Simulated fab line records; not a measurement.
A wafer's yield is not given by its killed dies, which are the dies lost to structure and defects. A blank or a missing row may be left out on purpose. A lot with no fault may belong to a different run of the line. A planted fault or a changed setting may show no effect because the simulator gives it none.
Problem report in the 8D (eight disciplines) form, filled by code + flow gf180mcu + the parts of the form that need people (team, actions taken, sign-off) are left out

1. THE ISSUE
Wafers without a fault read 399.4 nm, standard deviation 2.4; cd-nm at GF_HV_LDD_CD_MEAS_46 reads a mean of 538.8 nm on 9 wafers belonging to 3 lots. Relative to the usual mean, that is a shift of +58 standard deviations.
The step: target cd 400 nm.
The first sign was on wafer L127.1 at day 15 03:58, on cd-sem-01. The record holds 33 wafers of 11 lots with a number at this step. Rule for "out", or "out of limits": more than 4 standard deviations from the usual mean. The other wafers with a number count as sound.

2. WHAT IT IS; WHAT IT IS NOT
| question                    | is                     | is not                                                                                      |
|-----------------------------|------------------------|---------------------------------------------------------------------------------------------|
| which readings at this step | cd-nm                  | -                                                                                           |
| which lots                  | L127, L129, L130       | L124, L125, L126, L128, L137, L142, L144, L145                                              |
| which wafers of those lots  | all that have a number | -                                                                                           |
| read on which gauges        | cd-sem-01, cd-sem-02   | -                                                                                           |
| when                        | from day 15 03:58      | up to then (9 sound wafers); but 15 sound wafers of L128, L137, L142, L144, L145 came after |

3. WHAT RULES OUT EACH SUSPECT
Counting: a tool stays on the suspect list if, at a process step up to the reading, it processed all lots that are out and no sound lot following the first of them.
- the gauge at GF_HV_LDD_CD_MEAS_46 is ruled out. 2 gauges (cd-sem-01, cd-sem-02) read the wafers that are out.
- litho-track-04 at GF_HV_LDD_COAT_41 (resist thk 1000 nm): ruled out as a lasting fault. Sound lots L142, L144 ran on it after its first lot that is out, L127 (day 14 17:28).
Left after counting: nothing in the record.

4. THE CAUSE (what the simulator had put in)
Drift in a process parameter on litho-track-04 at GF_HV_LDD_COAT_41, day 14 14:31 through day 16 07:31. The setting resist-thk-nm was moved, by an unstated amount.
Counting ruled it out, wrongly: the rule takes a fault to strike every lot that its tool runs from its start on, and this one did not.

5. THE CHAIN OF EFFECTS, in route order
Each row: a reading whose mean over the struck wafers that have a number lies more than 3 standard deviations from the usual. Readings are gone through only where the record gives a usual standard deviation; hours: the median, over the lots, of the time from a lot's start at the first step in this table giving one to that lot's start at this step; sigmas: the change measured in usual standard deviations.
| hours | step                 | reading                  | usual      | on struck wafers | change | sigmas      |
|-------|----------------------|--------------------------|------------|------------------|--------|-------------|
| 0     | GF_HV_LDD_CD_MEAS_46 | cd-nm                    | 399.4 nm   | 538.8            | +139.4 | +58         |
| 0     | GF_HV_LDD_STRIP_49   | oes-product-au           | 0.716 a.u. | 0.367            | -0.349 | -78         |
| 0     | GF_HV_LDD_STRIP_49   | strip-time-to-endpoint-s | 12.63 s    | 3.17             | -9.46  | -99 or more |
Here are the process steps it includes:
- GF_HV_LDD_STRIP_49: strips in O2/N2.

6. HOW IT WOULD HAVE BEEN CAUGHT EARLIER
13 hours passed between the start of the fault at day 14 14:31 and the first reading out of limits at a measuring or inspecting step in this record, taken at day 15 03:58.
